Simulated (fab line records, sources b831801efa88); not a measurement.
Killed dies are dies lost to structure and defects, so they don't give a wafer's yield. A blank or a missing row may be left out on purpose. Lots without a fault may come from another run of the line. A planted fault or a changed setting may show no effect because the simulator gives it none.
Which tool did it? | flow gf180mcu | 9 lots, 27 wafers sampled, at 3 steps of a route of 602

WHAT THE GAUGES READ, wafer by wafer
GF_LVPWELL_TW_MEAS_11. Usual: LVPWELL_TW 555, standard deviation 5.9.
lot  | measured    | on            | LVPWELL_TW  | flag
L424 | day 3 22:10 | film_metro-01 | 551 552 551 |
L425 | day 4 01:49 | film_metro-01 | 554 554 552 |
L426 | day 4 06:08 | film_metro-04 | 548 548 547 |
L427 | day 4 12:07 | film_metro-04 | 549 548 551 |
L428 | day 4 20:37 | film_metro-01 | 557 555 557 |
L434 | day 6 08:41 | film_metro-02 | 567 560 562 |
L436 | day 6 18:20 | film_metro-04 | 550 550 548 |
L437 | day 6 22:25 | film_metro-02 | 563 565 563 |
L438 | day 7 02:52 | film_metro-02 | 560 562 563 |

GF_VT_IMPLANT_TW_MEAS_10. Usual: VT_IMPLANT_TW 561, standard deviation 5.1.
lot  | measured    | on            | VT_IMPLANT_TW | flag
L424 | day 5 14:46 | film_metro-03 | 556 557 555   |
L425 | day 5 20:53 | film_metro-02 | 567 570 568   |
L426 | day 6 02:08 | film_metro-03 | 557 553 555   |
L427 | day 6 07:14 | film_metro-03 | 554 550 556   |
L428 | day 6 17:50 | film_metro-01 | 558 555 554   |
L434 | day 8 08:08 | film_metro-01 | 559 561 560   |
L436 | day 8 19:11 | film_metro-03 | 914 916 915   | OFF
L437 | day 8 23:05 | film_metro-01 | 922 922 924   | OFF
L438 | day 9 04:50 | film_metro-03 | 919 918 920   | OFF

WHICH TOOL RAN EACH LOT (tool, then ch and the chambers of the sampled wafers, then the start)
lot  | GF_VT_IMPLANT_IMPLANT_08
L424 | implanter-04 ch 0, day 5 14:31
L425 | implanter-01 ch 0, day 5 20:38
L426 | implanter-04 ch 0, day 6 01:53
L427 | implanter-02 ch 0, day 6 06:59
L428 | implanter-01 ch 0, day 6 17:35
L434 | implanter-02 ch 0, day 8 07:53
L436 | implanter-04 ch 0, day 8 18:56
L437 | implanter-01 ch 0, day 8 22:50
L438 | implanter-02 ch 0, day 9 04:36
- GF_VT_IMPLANT_IMPLANT_08

WHAT THE TOOLS THEMSELVES READ (means of the sampled wafers that have a number; where no wafer has one, the mark that the record gives instead)
The record holds no such reading with a usual standard deviation.

THE ANSWER, worked out from the rows above alone
Rule: a lot is off if the mean of its wafers that have a number lies more than 3 standard deviations from the usual mean. A lot without any number at a reading at which 4 lots or more have one is off too. The other lots that the step has rows for count as sound. The gauges are gone through in route order, then the tools' own readings, and for those a lot's mean is taken as printed above. The first step at which some lot is off is used, and at that step the reading that is off furthest; a lot without a number counts as furthest.
Off: L436, L437, L438, at GF_VT_IMPLANT_TW_MEAS_10 (VT_IMPLANT_TW).
A tool fits if, at a process step before that reading, it ran every lot that is off, and no sound lot after the first of them. The gauges at GF_VT_IMPLANT_TW_MEAS_10 are tried like those tools. None of those tried fits.

WHAT THE SIMULATOR HAD PUT IN
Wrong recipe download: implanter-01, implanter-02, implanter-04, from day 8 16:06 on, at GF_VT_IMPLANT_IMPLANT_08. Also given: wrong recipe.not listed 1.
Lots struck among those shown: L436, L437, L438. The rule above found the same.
